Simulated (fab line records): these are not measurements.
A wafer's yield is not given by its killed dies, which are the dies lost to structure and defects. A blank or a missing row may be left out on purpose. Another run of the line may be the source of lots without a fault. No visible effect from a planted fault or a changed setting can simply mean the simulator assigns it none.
Matching of chambers    flow gf180mcu    cmp-01 running GF_V5_CMP_04: 4 sister chambers
The step polishes SiO2. 14 wafers are shown with their chamber, then 7 later ones without.

## WAFERS WITH THEIR CHAMBER
wafer   chamber  motorCurrentA (A)  slurryFlowMlMin
L962.3  2        12.8               149.0
L962.4  1        11.4               150.3
L962.6  0        12.3               150.5
L964.1  3        11.7               149.7
L964.3  0        12.4               149.4
L964.4  1        10.6               150.3
L967.1  1        11.0               149.7
L967.4  2        12.8               150.1
L967.5  0        11.6               150.2
L970.2  0        12.7               149.7
L970.3  2        12.0               149.7
L970.6  2        12.1               150.2
L979.1  2        12.9               150.3
L979.5  3        12.0               150.1

SIGNATURES (means of the wafers above)
reading          chamber 0  chamber 1  chamber 2  chamber 3  scatter within a chamber
motorCurrentA    12.250     11.000     12.520     11.850     0.42
slurryFlowMlMin  149.950    150.100    149.860    149.900    0.467
Rule: for each reading, subtract the chamber's mean from the wafer's reading, divide by that reading's scatter and square the result; add these up over the readings and take the root, which gives the wafer's distance from the chamber. If the next closest chamber is less than 2 further off than the closest, the wafer can't be placed; otherwise it belongs to the closest. The scatter: the root of (the sum of the squares of (reading less its chamber's mean) over the shown wafers, divided by (wafers less chambers)).

## WAFERS WITHOUT THEIR CHAMBER
wafer   motorCurrentA (A)  slurryFlowMlMin
L979.6  12.6               150.7
L982.1  10.5               149.3
L982.2  12.5               149.9
L982.3  12.0               150.2
L983.2  11.5               150.0
L983.3  10.7               149.8
L983.6  12.9               150.0

## THE CHAMBER EACH PASSED THROUGH
wafer   from the rows above                in truth
L979.6  can't be placed: 2 or 0 or 3       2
L982.1  can't be placed: 1 or 3            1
L982.2  can't be placed: 2 or 0 or 3       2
L982.3  can't be placed: 3 or 0 or 2 or 1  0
L983.2  can't be placed: 3 or 1 or 0 or 2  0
L983.3  can't be placed: 1 or 3            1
L983.6  can't be placed: 2 or 0 or 3       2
Correct placement for 0 of the 7. Can't be placed from these rows: 7 (the true chamber is among the candidates in 7). Number placed wrongly: 0.
